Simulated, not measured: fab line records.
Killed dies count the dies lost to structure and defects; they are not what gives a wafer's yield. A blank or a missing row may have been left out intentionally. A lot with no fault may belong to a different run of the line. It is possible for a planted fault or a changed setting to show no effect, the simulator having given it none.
Tool commonality check | flow sky130 | Sample size 10 lots and 39 wafers

== WHY IT WAS OPENED ==
At SKY_SPACER_THK_MEAS_01 the reading SPACER_CVD_00_THK is flagged on 3 of 10 lots. No-fault wafers: 43.0 nm, standard deviation 0.4.
Rule: a lot is flagged in two cases, either no wafer of it has a number, or all its wafers with numbers fall more than 4 standard deviations from that mean. As for the other lots, they are considered sound.

lot  | measured     | on            | SPACER_CVD_00_THK (nm), wafer by wafer | flag
L591 | day 23 18:01 | film metro-01 | 42.7 42.2 42.5                         |
L595 | day 25 12:04 | film metro-02 | 43.6 43.5 43.5                         |
L598 | day 26 03:22 | film metro-01 | 43.3 42.8 43.0                         |
L601 | day 27 03:55 | film metro-01 | 42.8 43.0 42.5                         |
L604 | day 27 21:25 | film metro-01 | 42.4 42.5 42.3                         |
L607 | day 29 02:32 | film metro-02 | 42.4 42.1 42.5                         |
L608 | day 29 08:56 | film metro-03 | 43.3 42.8 43.1                         |
L609 | day 30 00:38 | film metro-01 | 48.8 48.7 48.8 48.8 48.7 48.7          | FLAGGED
L610 | day 30 02:53 | film metro-03 | 48.4 48.2 48.5 48.4 48.2 48.5          | FLAGGED
L611 | day 30 06:30 | film metro-01 | 48.4 49.0 48.4 48.5 49.1 48.4          | FLAGGED
The numbers of the flagged lots are 48.6 nm on average: +5.6 nm against the usual, or +14 standard deviations.

== WHICH TOOL EACH LOT WENT THROUGH ==
The record holds 1 process step before the reading, out of a route of 708 steps. Cell contents, in order: the tool; ch with the chambers the sampled wafers went through; the start.
lot  | flag    | SKY_SPACER_CVD_00
L591 |         | lpcvd-02 ch 0, day 23 16:12
L595 |         | lpcvd-02 ch 1, day 25 10:51
L598 |         | lpcvd-02 ch 1, day 26 02:09
L601 |         | lpcvd-02 ch 0, day 27 02:42
L604 |         | lpcvd-02 ch 0, day 27 20:11
L607 |         | lpcvd-02 ch 0, day 29 01:19
L608 |         | lpcvd-02 ch 0, day 29 07:43
L609 | FLAGGED | lpcvd-02 ch 1, day 29 23:25
L610 | FLAGGED | lpcvd-02 ch 0, day 30 01:40
L611 | FLAGGED | lpcvd-02 ch 0, day 30 05:17
These steps, and what they do:
- SKY_SPACER_CVD_00: deposits Si3N4 from DCS/NH3, target thk 43.1 nm, time 740 s.
- SKY_SPACER_THK_MEAS_01

== FLAGGED AGAINST TOTAL, ONE TOOL AT A TIME (gauges that did the reading follow at the end) ==
step                   | tool          | lots run | flagged | share of the flagged lots | sound lots run after its first flagged lot
SKY_SPACER_CVD_00      | lpcvd-02      | 10       | 3       | all                       | 0
SKY_SPACER_THK_MEAS_01 | film metro-01 | 6        | 2       | some                      | 0
SKY_SPACER_THK_MEAS_01 | film metro-02 | 2        | 0       | none                      | -
SKY_SPACER_THK_MEAS_01 | film metro-03 | 2        | 1       | some                      | 0

== WHAT THE TABLE ALLOWS ==
All flagged lots share 1 row of the table, namely lpcvd-02 at SKY_SPACER_CVD_00.
- lpcvd-02 at SKY_SPACER_CVD_00: 3 of its 10 lots flagged. Last sound lot L608 at day 29 07:43, first flagged lot L609 at day 29 23:25; a fault beginning in between fits.
What remains is a single tool, lpcvd-02 at SKY_SPACER_CVD_00.

== WHAT WAS PUT IN BY THE SIMULATOR ==
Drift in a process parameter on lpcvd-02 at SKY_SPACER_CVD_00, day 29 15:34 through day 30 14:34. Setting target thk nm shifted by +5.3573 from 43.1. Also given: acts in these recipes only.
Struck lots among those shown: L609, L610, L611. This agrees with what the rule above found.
